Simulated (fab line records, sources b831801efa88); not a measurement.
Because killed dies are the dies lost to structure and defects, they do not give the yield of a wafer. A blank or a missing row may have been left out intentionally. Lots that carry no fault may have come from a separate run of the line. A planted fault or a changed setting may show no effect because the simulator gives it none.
Code-filled problem report in 8D (eight disciplines) form :: flow gf180mcu :: the parts of the form that need people (team, actions taken, sign-off) are left out

== 1. WHAT IS WRONG ==
Mean of dose ions cm2 at GF_PSD_IMPLANT_09: 1.5298e+15 across 9 wafers in 3 lots; on wafers with no fault it is 1.4999e+15 (standard deviation 2e+12). Relative to the usual mean, that is a shift of +15 standard deviations.
First seen on wafer L470.1, day 20 07:51, on implanter-02. At this step, 39 wafers from 13 lots have a number in the record. Rule for "out", or "out of limits": more than 4 standard deviations from the usual mean. The other wafers with a number count as sound.

== 2. WHAT IT IS AND WHAT IT IS NOT ==
question: which readings at this step
is: dose ions cm2
is not: -

question: which lots
is: L470, L471, L473
is not: L453, L455, L458, L461, L464, L466, L467, L469, L474, L476

question: which wafers of those lots
is: all that have a number
is not: -

question: read on which tools
is: implanter-02
is not: implanter-01, implanter-04

question: when
is: from day 20 07:51
is not: up to then (24 sound wafers); but 6 sound wafers of L474, L476 came after

== 3. SUSPECTS, AND WHAT RULES EACH OUT ==
Counting: a tool stays on the suspect list if, at a process step up to the reading, it processed all lots that are out and no sound lot following the first of them.
- implanter-02 at GF_PSD_IMPLANT_09: kept. It processed each lot that is out, first L470 at day 20 07:51, and no sound lot thereafter; up to then, the last sound lot it processed was L467 at day 19 03:54. Its own readings are out on those wafers: dose ions cm2.
The count leaves implanter-02 at GF_PSD_IMPLANT_09.

== 4. THE CAUSE (what the simulator had put in) ==
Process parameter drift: implanter-02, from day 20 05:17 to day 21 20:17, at GF_PSD_IMPLANT_09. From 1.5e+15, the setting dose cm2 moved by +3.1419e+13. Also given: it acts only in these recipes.
This tool alone remained once counting was done.

== 5. SEQUENCE OF EFFECTS, ordered by route ==
Each row: a reading whose mean over the struck wafers that have a number lies more than 3 standard deviations from the usual. Only readings for which the record gives a usual standard deviation are gone through. hours: the time from each lot's start at the first step in this table that gives one to its start at this step, as a median over the lots. sigmas: the change in usual standard deviations.
hours: 0
step: GF_PSD_IMPLANT_09
reading: dose ions cm2
usual: 1.4999e+15
on struck wafers: 1.5298e+15
change: +2.9856e+13
sigmas: +15
Its process steps:
- GF_PSD_IMPLANT_09

== 6. HOW IT WOULD HAVE BEEN CAUGHT EARLIER ==
In this record no reading fell out of limits until day 20 07:51, 3 hours after the fault had begun at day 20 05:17.
